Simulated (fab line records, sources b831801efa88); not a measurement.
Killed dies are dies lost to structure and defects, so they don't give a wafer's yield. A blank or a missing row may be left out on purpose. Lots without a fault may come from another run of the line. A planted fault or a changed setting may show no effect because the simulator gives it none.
A struck lot beside a sound one | flow gf180mcu | 20 steps out of a route of 602
Sound: wafers L720.2, L720.4, L720.6. Struck: wafers L728.1, L728.5, L728.6. The cause comes at the end.
At each step with rows: each side's tool, then ch and its chambers, then its first start. Under that, the readings that differ: sound wafers | struck wafers | difference of the means | sigmas: that difference in standard deviations of wafers without a fault.
alike: readings whose means differ by less than 2 such deviations, and words and numbers that are the same on both sides. not compared: withheld readings, readings that some wafer has no value for, bounds like >300 that may hide the same value, and numbers for which the record gives no deviation and whose values overlap.
The two part at a step that has a row with sigmas, a row that says differs or no value, or rows on one side only. Numbers that don't overlap but have no deviation are shown without sigmas and don't part them. A reading that every wafer of one side lacks parts them only if that side has two wafers or more.

GF_V3_CMP_26: polishes, stops on SiO2, t overpolish 15 s, target thk 0 nm.
  sound on cmp-02 ch 0,1, day 25 21:44; struck on cmp-02 ch 2,3, day 28 02:08
  alike: motor_current_A, overpolish_run_s, time_to_endpoint_s
GF_M4_SPUTTER_00: material Ti, target thk 37.5 nm, time 150 s.
  sound on pvd_sputter-01, day 25 22:02; struck on pvd_sputter-01, day 28 02:26
  alike: substrate_temp_c, throttle_valve_pct
GF_M4_SPUTTER_01: material TiN, target thk 30 nm, time 25 s.
  sound on pvd_sputter-01, day 25 22:08; struck on pvd_sputter-01, day 28 02:32
  alike: throttle_valve_pct
GF_M4_SPUTTER_02: material AlCu, target thk 450 nm, time 23.9 s.
  sound on pvd_sputter-01, day 25 22:10; struck on pvd_sputter-01, day 28 02:34
  alike: throttle_valve_pct
then, 1 step without rows for these wafers: GF_M4_SPUTTER_03 (material Ti, target thk 10 nm, time 6.7 s).
GF_M4_SPUTTER_04: material TiN, target thk 50 nm, time 41.7 s.
  sound on pvd_sputter-01, day 25 22:13; struck on pvd_sputter-01, day 28 02:37
  alike: throttle_valve_pct
GF_M4_RS_MEAS_05: measures by four-point-probe.
  sound on film_metro-01, day 25 22:16; struck on film_metro-02, day 28 02:39
  alike: M4_ALCU_RS
GF_M4_THK_MEAS_06: measures by xrf.
  sound on film_metro-01, day 25 22:23; struck on film_metro-02, day 28 02:46
  alike: M4_ALCU_THK
then, 4 steps without rows for these wafers: GF_M4_DEHYDRATE_07 (time 60 s); GF_M4_HMDS_08 (prime time 60 s); GF_M4_COAT_09 (resist thk 1000 nm); GF_M4_SOFTBAKE_10 (time 60 s).
GF_M4_EXPOSE_11: exposes mask Metal4, target cd 280 nm.
  sound on krf_scanner-02 ch 0, day 26 08:26; struck on krf_scanner-01 ch 0, day 28 12:25
  reading              | sound             | struck            | difference | sigmas
  exposure_dose_mJ_cm2 | 28.20 28.24 28.26 | 29.24 29.26 29.29 | +1.03      | +9
  alike: mask, focus_offset_nm
then, 2 steps without rows for these wafers: GF_M4_PEB_12 (peb time 90 s); GF_M4_DEVELOP_13 (develop time 60 s).
GF_M4_CD_MEAS_14: target cd 280 nm.
  sound on cd_sem-01, day 26 18:44; struck on cd_sem-01, day 28 21:43
  reading    | sound             | struck            | difference | sigmas
  cd_nm (nm) | 281.2 281.9 281.8 | 272.7 274.0 273.9 | -8.1       | -7
GF_M4_OVL_MEAS_15:
  sound on overlay-01, day 26 18:50; struck on overlay-02, day 28 21:50
  alike: M4_OVL
GF_M4_METAL_ETCH_16: etches the open film in Cl2/BCl3, stops on SiO2, target depth 750.8 nm, time 125.1 s.
  sound on rie_metal-02 ch 0,1, day 26 18:52; struck on rie_metal-01 ch 0,1, day 28 21:53
  reading             | sound             | struck            | difference | sigmas
  model.M4.cd_nm (nm) | 278.2 288.4 286.5 | 271.6 266.1 270.4 | -15.0      |
  alike: drypump_motor_current_A, oes_product_au, throttle_valve_pct
  not compared: rf_hours_counter_h
then, 1 step without rows for these wafers: GF_M4_STRIP_17 (strips in O2/N2).
-- the record jumps here: 5 days lie between the struck wafers' starts before and after (it left off in module M4 and takes up again in module PASSIVATION, whose first step shown is number 602 of the route) --
GF_PASSIVATION_PROBE_99:
  the record has rows for the struck wafers here (prober-01, day 33 16:57) and none for the sound ones

WHERE THEY PART
First at GF_M4_EXPOSE_11; last, within this record, at GF_PASSIVATION_PROBE_99.

WHY: what the simulator had put in
Process parameter drift: krf_scanner-01, from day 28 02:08 on, at GF_M4_EXPOSE_11. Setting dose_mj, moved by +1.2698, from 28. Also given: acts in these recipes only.
